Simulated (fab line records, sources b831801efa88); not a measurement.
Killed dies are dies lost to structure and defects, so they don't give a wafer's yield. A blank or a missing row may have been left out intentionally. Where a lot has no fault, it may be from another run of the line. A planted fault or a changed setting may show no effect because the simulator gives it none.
A struck lot beside a sound one || flow gf180mcu || 14 steps out of a route of 602
Sound: the wafers L627.1, L627.3, L627.6. Struck: wafers L641.1, L641.4, L641.5. Last of all comes the cause.
For every step that has rows: the tool of each side, followed by ch and its chambers, followed by its first start. Under that, the readings that differ: sound wafers || struck wafers || difference of the means || sigmas: that difference in standard deviations of wafers without a fault.
alike: same words and numbers on both sides, and readings whose means sit less than 2 such deviations apart. not compared: any withheld reading, any reading some wafer has no value for, any bound like >300 that may hide the same value, and any number with overlapping values for which the record gives no deviation.
Wherever a step has rows on one side only, a row that says differs or no value, or a row with sigmas, the two part there. Non-overlapping numbers with no deviation appear without sigmas and do not part them. A reading that every wafer of one side lacks parts them only if that side has two wafers or more.

first, 4 steps without rows for these wafers: GF_HV_LDD_IMPLANT_33; GF_HV_LDD_IMPLANT_34; GF_HV_LDD_IMPLANT_35; GF_HV_LDD_IMPLANT_36.
GF_HV_LDD_STRIP_37: strips in O2/N2.
  sound on plasma-asher-01 ch 0,1, day 13 06:39; struck on plasma-asher-03 ch 0,1, day 17 18:25
  alike: drypump-motor-current-A, heater-power-w, oes-product-au, strip-time-to-endpoint-s
  not compared: rf-hours-counter-h
GF_HV_LDD_TW_MEAS_38:
  struck on film-metro-02, day 17 18:31; sound on film-metro-02, day 13 06:45
  alike: HV_LDD_3_TW
then, 6 steps without rows for these wafers: GF_HV_LDD_DEHYDRATE_39 (time 60 s); GF_HV_LDD_HMDS_40 (prime time 60 s); GF_HV_LDD_COAT_41 (resist thk 1000 nm); GF_HV_LDD_SOFTBAKE_42 (time 60 s); GF_HV_LDD_EXPOSE_43 (exposes mask Pplus HV AREA, target cd 400 nm); GF_HV_LDD_PEB_44.
GF_HV_LDD_DEVELOP_45: develop time 60 s.
  sound on litho-track-04 ch 0, day 14 03:41; struck on litho-track-02, day 18 17:07
  no value came back on the struck wafers for chill-plate-temp-C (C), develop-time-s (s); on the sound wafers chill-plate-temp-C (C) reads 23.02 22.80 23.12
GF_HV_LDD_CD_MEAS_46: target cd 400 nm.
  struck on cd-sem-01, day 18 17:16; sound on cd-sem-02, day 14 03:50
{"reading": "cd-nm (nm)", "sound": "400.7 401.0 399.4", "struck": "- - -", "difference": "no value on the struck wafers", "sigmas": ""}

== WHERE THEY PART ==
Last at GF_HV_LDD_CD_MEAS_46 as far as this record goes, first at GF_HV_LDD_DEVELOP_45.

WHY: whatever the simulator had introduced
Beginning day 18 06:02, the whole step at GF_HV_LDD_DEVELOP_45 was skipped on litho-track-02. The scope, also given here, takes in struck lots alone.
